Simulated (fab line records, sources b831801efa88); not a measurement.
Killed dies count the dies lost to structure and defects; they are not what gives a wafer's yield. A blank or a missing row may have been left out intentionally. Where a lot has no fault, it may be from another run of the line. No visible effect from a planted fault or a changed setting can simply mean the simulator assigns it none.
2 desks looking at one fault | flow sky130 | what lay behind the numbers comes last; until then each desk has only its own

TOOL OWNER'S DESK, implanter-04
The tool's own readings at SKY_LDD_N_IMPLANT_13: means of the sampled wafers that have a number, for each lot that ran on this tool. The brackets show how far a lot's mean lies from the usual mean; more than 4 standard deviations puts the lot out of limits, marked OUT.
Columns: A = beam-energy-keV at SKY_LDD_N_IMPLANT_13, usual 49.997; B = beam-on-s at SKY_LDD_N_IMPLANT_13, usual 9.98 s; C = tilt-deg at SKY_LDD_N_IMPLANT_13, usual 30.002 degrees
lot  | first seen here | A                        | B     | C
L148 | day 18 13:17    | 49.990                   | 9.85  | 29.996
L152 | day 20 15:50    | 49.991                   | 10.07 | 29.996
L156 | day 21 14:27    | 47.772 (-99 or more) OUT | 10.10 | 30.012
L159 | day 23 04:35    | 47.789 (-99 or more) OUT | 9.96  | 30.024
L166 | day 25 08:06    | 50.004                   | 9.86  | 30.010
This desk's verdict: out of limits on L156, L159, starting with L156 at day 21 14:27 (beam-energy-keV at SKY_LDD_N_IMPLANT_13). L148, L152, L166: within limits.

FROM THE METROLOGY DESK
What the gauges read for every lot (on any tool): the sampled wafers with a number, averaged. The brackets show how far a lot's mean lies from the usual mean; more than 4 standard deviations puts the lot out of limits, marked OUT.
Columns: A = POLY_GATE_CVD_00_THK at SKY_POLY_GATE_THK_MEAS_01, usual 178.9 nm; B = POLY_GATE_OXIDATION_THK at SKY_POLY_GATE_THK_MEAS_21, usual 4.00 nm; C = LDD_P_OVL at SKY_LDD_P_OVL_MEAS_08, usual 0.3 nm
lot  | first seen here | A     | B    | C
L146 | day 14 02:16    | 180.0 | 4.12 | 1.7
L148 | day 14 18:29    | 179.2 | 3.95 | -0.2
L149 | day 15 00:16    | 181.7 | 3.99 | 1.2
L150 | day 15 14:25    | 179.7 | 4.04 | 0.7
L152 | day 16 09:48    | 179.1 | 4.05 | -0.4
L151 | day 16 09:49    | 178.9 | 3.99 | -0.3
L153 | day 16 17:55    | 177.4 | 3.89 | 0.1
L156 | day 17 15:16    | 179.1 | 3.91 | -0.9
L159 | day 19 03:53    | 180.3 | 3.99 | -0.5
L160 | day 19 14:13    | 179.7 | 4.04 | 1.7
L163 | day 20 05:03    | 179.2 | 4.16 | -0.9
L166 | day 21 08:26    | 180.5 | 4.03 | 1.8
L167 | day 21 09:38    | 178.1 | 3.94 | 3.0
L168 | day 21 16:38    | 177.2 | 3.92 | 0.2
Result from this desk: across the 14 lots, nothing is out of limits.

TAKEN TOGETHER
The tool owner's desk could have raised an alarm at day 21 14:27, on L156, L159.
The metrology desk saw nothing out of limits.
The metrology desk has L156, L159 on record, within its limits.
Every lot named ran SKY_LDD_N_IMPLANT_13 on implanter-04.

WHAT WAS PUT IN BY THE SIMULATOR
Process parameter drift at SKY_LDD_N_IMPLANT_13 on implanter-04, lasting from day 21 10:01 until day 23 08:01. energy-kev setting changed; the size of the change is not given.
Struck lots among those shown: L156, L159.
Hours from the fault's start to each desk's first reading out of limits: the tool owner's desk, 4.
